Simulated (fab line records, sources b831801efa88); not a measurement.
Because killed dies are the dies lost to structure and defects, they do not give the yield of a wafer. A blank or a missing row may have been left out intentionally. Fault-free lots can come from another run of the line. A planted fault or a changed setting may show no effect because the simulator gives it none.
Split-lot study :: flow gf180mcu :: 23 wafers read from 5 lots, route of 602 steps

THE SPLIT
At GF_V4_SPUTTER_21 (material Ti, target thk 15 nm, time 80.02 s), the setting chamberPressurePa was moved away from the recipe's 5 Pa on 15 of the 23 wafers read, by -14.6% to -8.8%. The other wafers ran this setting at the recipe's value.

The reading comes from the split's own step.

THE READING
Ti_of_V4_SPUTTER_21.thkNm (the simulator's own value, which no gauge read), in nm, at GF_V4_SPUTTER_21 (material Ti, target thk 15 nm, time 80.02 s). There is no usual value for it anywhere in the file. Here, 8 wafers ran the recipe; their average is 15.14 nm with a standard deviation of 0.18 nm.

wafer: L074.1
tool, chamber at the split: pvdSputter-03, -
chamberPressurePa as run, Pa: 5
against the recipe: recipe
Ti_of_V4_SPUTTER_21.thkNm, nm: 14.97
against lot-mates on the recipe: -

wafer: L074.2
tool, chamber at the split: pvdSputter-03, -
chamberPressurePa as run, Pa: 5
against the recipe: recipe
Ti_of_V4_SPUTTER_21.thkNm, nm: 15.28
against lot-mates on the recipe: -

wafer: L074.3
tool, chamber at the split: pvdSputter-03, -
chamberPressurePa as run, Pa: 5
against the recipe: recipe
Ti_of_V4_SPUTTER_21.thkNm, nm: 14.88
against lot-mates on the recipe: -

wafer: L074.4
tool, chamber at the split: pvdSputter-03, -
chamberPressurePa as run, Pa: 5
against the recipe: recipe
Ti_of_V4_SPUTTER_21.thkNm, nm: 15
against lot-mates on the recipe: -

wafer: L074.5
tool, chamber at the split: pvdSputter-03, -
chamberPressurePa as run, Pa: 5
against the recipe: recipe
Ti_of_V4_SPUTTER_21.thkNm, nm: 15.08
against lot-mates on the recipe: -

wafer: L077.1
tool, chamber at the split: pvdSputter-03, -
chamberPressurePa as run, Pa: 4.327
against the recipe: -13.5%
Ti_of_V4_SPUTTER_21.thkNm, nm: 17.22
against lot-mates on the recipe: no lot-mate on the recipe

wafer: L077.2
tool, chamber at the split: pvdSputter-03, -
chamberPressurePa as run, Pa: 4.327
against the recipe: -13.5%
Ti_of_V4_SPUTTER_21.thkNm, nm: 17.15
against lot-mates on the recipe: no lot-mate on the recipe

wafer: L077.4
tool, chamber at the split: pvdSputter-03, -
chamberPressurePa as run, Pa: 4.327
against the recipe: -13.5%
Ti_of_V4_SPUTTER_21.thkNm, nm: 17.14
against lot-mates on the recipe: no lot-mate on the recipe

wafer: L077.5
tool, chamber at the split: pvdSputter-03, -
chamberPressurePa as run, Pa: 4.327
against the recipe: -13.5%
Ti_of_V4_SPUTTER_21.thkNm, nm: 17.48
against lot-mates on the recipe: no lot-mate on the recipe

wafer: L077.6
tool, chamber at the split: pvdSputter-03, -
chamberPressurePa as run, Pa: 4.327
against the recipe: -13.5%
Ti_of_V4_SPUTTER_21.thkNm, nm: 17.19
against lot-mates on the recipe: no lot-mate on the recipe

wafer: L081.1
tool, chamber at the split: pvdSputter-02, -
chamberPressurePa as run, Pa: 4.562
against the recipe: -8.8%
Ti_of_V4_SPUTTER_21.thkNm, nm: 16.19
against lot-mates on the recipe: no lot-mate on the recipe

wafer: L081.2
tool, chamber at the split: pvdSputter-02, -
chamberPressurePa as run, Pa: 4.562
against the recipe: -8.8%
Ti_of_V4_SPUTTER_21.thkNm, nm: 16.11
against lot-mates on the recipe: no lot-mate on the recipe

wafer: L081.3
tool, chamber at the split: pvdSputter-02, -
chamberPressurePa as run, Pa: 4.562
against the recipe: -8.8%
Ti_of_V4_SPUTTER_21.thkNm, nm: 16.24
against lot-mates on the recipe: no lot-mate on the recipe

wafer: L081.5
tool, chamber at the split: pvdSputter-02, -
chamberPressurePa as run, Pa: 4.562
against the recipe: -8.8%
Ti_of_V4_SPUTTER_21.thkNm, nm: 16.22
against lot-mates on the recipe: no lot-mate on the recipe

wafer: L081.6
tool, chamber at the split: pvdSputter-02, -
chamberPressurePa as run, Pa: 4.562
against the recipe: -8.8%
Ti_of_V4_SPUTTER_21.thkNm, nm: 16.12
against lot-mates on the recipe: no lot-mate on the recipe

wafer: L082.2
tool, chamber at the split: pvdSputter-03, -
chamberPressurePa as run, Pa: 5
against the recipe: recipe
Ti_of_V4_SPUTTER_21.thkNm, nm: 15.36
against lot-mates on the recipe: -

wafer: L082.3
tool, chamber at the split: pvdSputter-03, -
chamberPressurePa as run, Pa: 5
against the recipe: recipe
Ti_of_V4_SPUTTER_21.thkNm, nm: 15.39
against lot-mates on the recipe: -

wafer: L082.5
tool, chamber at the split: pvdSputter-03, -
chamberPressurePa as run, Pa: 5
against the recipe: recipe
Ti_of_V4_SPUTTER_21.thkNm, nm: 15.19
against lot-mates on the recipe: -

wafer: L084.1
tool, chamber at the split: pvdSputter-03, -
chamberPressurePa as run, Pa: 4.272
against the recipe: -14.6%
Ti_of_V4_SPUTTER_21.thkNm, nm: 17.27
against lot-mates on the recipe: no lot-mate on the recipe

wafer: L084.2
tool, chamber at the split: pvdSputter-03, -
chamberPressurePa as run, Pa: 4.272
against the recipe: -14.6%
Ti_of_V4_SPUTTER_21.thkNm, nm: 17.33
against lot-mates on the recipe: no lot-mate on the recipe

wafer: L084.3
tool, chamber at the split: pvdSputter-03, -
chamberPressurePa as run, Pa: 4.272
against the recipe: -14.6%
Ti_of_V4_SPUTTER_21.thkNm, nm: 17.36
against lot-mates on the recipe: no lot-mate on the recipe

wafer: L084.4
tool, chamber at the split: pvdSputter-03, -
chamberPressurePa as run, Pa: 4.272
against the recipe: -14.6%
Ti_of_V4_SPUTTER_21.thkNm, nm: 17.4
against lot-mates on the recipe: no lot-mate on the recipe

wafer: L084.5
tool, chamber at the split: pvdSputter-03, -
chamberPressurePa as run, Pa: 4.272
against the recipe: -14.6%
Ti_of_V4_SPUTTER_21.thkNm, nm: 17.5
against lot-mates on the recipe: no lot-mate on the recipe

FIT RESULTS
A straight line over all 23 wafers: Ti_of_V4_SPUTTER_21.thkNm changes by -0.153 nm for each +1% of chamberPressurePa; r = -0.98; the points scatter about the line by 0.19 nm.
Too few moved wafers have a lot-mate on the recipe to fit a line with each lot's own level taken away.

FILE'S OWN FIT
Ti_of_V4_SPUTTER_21.thkNm changes by -0.153 nm for each +1% of chamberPressurePa, r = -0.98.
